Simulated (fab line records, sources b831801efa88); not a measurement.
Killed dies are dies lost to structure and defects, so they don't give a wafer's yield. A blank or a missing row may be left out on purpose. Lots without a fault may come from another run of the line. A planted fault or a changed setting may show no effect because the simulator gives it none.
Problem report in the 8D (eight disciplines) form, filled by code | flow sky130 | the parts of the form that need people (team, actions taken, sign-off) are left out

1. THE PROBLEM
cathode_dc_power_W at SKY_METAL4_SPUTTER_04 reads a mean of 6094.2 W on 1 wafer of 1 lot; wafers without a fault read 6500.2 W with a standard deviation of 1.2. That is -99 or more standard deviations from the usual mean.
The step: material TiN, target thk 70 nm, time 58.3 s.
First seen on wafer L204.6, day 42 17:10, on pvd_sputter-02. The record holds 15 wafers of 5 lots with a number at this step. Rule for "out", or "out of limits": more than 4 standard deviations from the usual mean. The other wafers with a number count as sound.

2. WHAT IT IS AND WHAT IT IS NOT
question                    | is                 | is not
which readings at this step | cathode_dc_power_W | throttle_valve_pct
which lots                  | L204               | L198, L210, L215, L218
which wafers of those lots  | L204.6             | L204.4, L204.5
read on which tools         | pvd_sputter-02     | pvd_sputter-03
when                        | from day 42 17:10  | up to then (5 sound wafers); but 9 sound wafers of L210, L215, L218 came after

3. SUSPECTS, AND WHAT RULES EACH OUT
Counting: a tool at a process step up to the reading stays a suspect if it ran every lot that is out. Sound lots after the first of them don't rule it out here, since some wafers of a struck lot are sound.
- pvd_sputter-01 at SKY_VIA3_SPUTTER_20 (material TiN, target thk 20 nm, time 80 s): kept. It ran the lot that is out, L204 (day 42 16:21).
- cmp-02 at SKY_VIA3_CMP_24 (polishes, stops on SiO2, t overpolish 20 s, target thk 0 nm): kept. It ran the lot that is out, L204 (day 42 16:53).
- pvd_sputter-02 at SKY_METAL4_SPUTTER_01 (material TiN, target thk 20 nm, time 16.7 s): kept. It ran the lot that is out, L204 (day 42 17:05).
- pvd_sputter-02 at SKY_METAL4_SPUTTER_03 (material Ti, target thk 5 nm, time 3.3 s): kept. It ran the lot that is out, L204 (day 42 17:08).
- pvd_sputter-02 at SKY_METAL4_SPUTTER_04 (material TiN, target thk 70 nm, time 58.3 s): kept. It ran the lot that is out, L204 (day 42 17:10). Its own readings are out on those wafers: cathode_dc_power_W.
- Within cmp-02 at SKY_VIA3_CMP_24: the wafers that are out ran in chamber 1; their sound lot-mates ran in chambers 0, 3.
Left after counting: pvd_sputter-01 at SKY_VIA3_SPUTTER_20, cmp-02 at SKY_VIA3_CMP_24, pvd_sputter-02 at SKY_METAL4_SPUTTER_01, pvd_sputter-02 at SKY_METAL4_SPUTTER_03, pvd_sputter-02 at SKY_METAL4_SPUTTER_04.

4. THE CAUSE (what the simulator had put in)
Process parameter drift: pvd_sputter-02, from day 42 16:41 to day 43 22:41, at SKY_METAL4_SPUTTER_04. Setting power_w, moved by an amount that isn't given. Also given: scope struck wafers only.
Counting left 5 suspects, and this tool is among them.

5. THE CHAIN OF EFFECTS, in route order
Each row: a reading whose mean over the struck wafers that have a number lies more than 3 standard deviations from the usual. Only readings for which the record gives a usual standard deviation are gone through. hours: the time from each lot's start at the first step in this table that gives one to its start at this step, as a median over the lots. sigmas: the change in usual standard deviations.
hours | step                  | reading            | usual    | on struck wafers | change | sigmas
0     | SKY_METAL4_SPUTTER_04 | cathode_dc_power_W | 6500.2 W | 6094.2           | -406.0 | -99 or more
The process steps in it:
- SKY_METAL4_SPUTTER_04: material TiN, target thk 70 nm, time 58.3 s.

6. WHAT WOULD HAVE CAUGHT IT SOONER
In this record the first reading out of limits was taken at day 42 17:10, 0 hours after the fault began at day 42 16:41.
